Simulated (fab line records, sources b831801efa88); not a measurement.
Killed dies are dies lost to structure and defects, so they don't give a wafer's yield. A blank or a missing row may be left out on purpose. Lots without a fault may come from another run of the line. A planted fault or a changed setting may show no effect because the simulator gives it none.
Chamber matching | flow gf180mcu | GF_M5_ETCH_09 on rie_diel-02: 4 sister chambers
The step etches Si3N4 in CF4/O2, target depth 52 nm, time 11.18 s. 14 wafers are shown with their chamber, then 7 later ones without.

WAFERS WITH THEIR CHAMBER
wafer  | chamber | drypump_motor_current_A (A) | oes_product_au (a.u.) | bias_w (W)
L849.1 | 0       | 6.1                         | 1.015                 | 150.0
L849.3 | 1       | 5.7                         | 0.992                 | 150.5
L849.4 | 3       | 6.2                         | 1.028                 | 149.7
L854.1 | 0       | 6.1                         | 0.986                 | 150.8
L854.3 | 3       | 6.2                         | 1.013                 | 150.2
L854.4 | 2       | 6.7                         | 1.006                 | 150.6
L855.1 | 0       | 6.1                         | 0.992                 | 150.5
L855.4 | 3       | 6.2                         | 1.030                 | 149.9
L855.6 | 0       | 6.1                         | 1.003                 | 150.3
L857.2 | 0       | 6.1                         | 1.007                 | 150.0
L857.4 | 3       | 6.2                         | 1.025                 | 149.8
L857.6 | 2       | 6.6                         | 1.015                 | 150.0
L858.2 | 3       | 6.3                         | 1.032                 | 150.1
L858.3 | 1       | 5.7                         | 1.005                 | 150.6

SIGNATURES (means of the wafers above)
reading                 | chamber 0 | chamber 1 | chamber 2 | chamber 3 | scatter within a chamber
drypump_motor_current_A | 6.100     | 5.700     | 6.650     | 6.220     | 0.0361
oes_product_au          | 1.00060   | 0.99850   | 1.01050   | 1.02560   | 0.00944
bias_w                  | 150.320   | 150.550   | 150.300   | 149.940   | 0.287
Rule: a wafer's distance from a chamber is the root of the sum, over the readings, of the square of ((its reading less the chamber's mean) divided by the reading's scatter). The wafer belongs to the nearest chamber; if the next one is less than 2 further off, it can't be placed. The scatter: the root of (the sum of the squares of (reading less its chamber's mean) over the shown wafers, divided by (wafers less chambers)).

WAFERS WITHOUT THEIR CHAMBER
wafer  | drypump_motor_current_A (A) | oes_product_au (a.u.) | bias_w (W)
L858.6 | 5.7                         | 0.989                 | 150.6
L866.2 | 6.3                         | 1.021                 | 149.9
L866.3 | 6.7                         | 1.013                 | 150.9
L866.4 | 5.7                         | 0.985                 | 151.0
L868.1 | 6.2                         | 1.008                 | 149.8
L868.2 | 6.6                         | 0.996                 | 149.6
L868.5 | 6.2                         | 1.006                 | 149.9

WHICH CHAMBER EACH WENT THROUGH
wafer  | from the rows above     | in truth
L858.6 | 1                       | 1
L866.2 | 3                       | 3
L866.3 | 2                       | 2
L866.4 | 1                       | 1
L868.1 | can't be placed: 3 or 0 | 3
L868.2 | 2                       | 2
L868.5 | can't be placed: 3 or 0 | 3
Placed correctly: 5 of 7. Can't be placed from these rows: 2 (the true chamber is among the candidates in 2). Placed wrongly: 0.
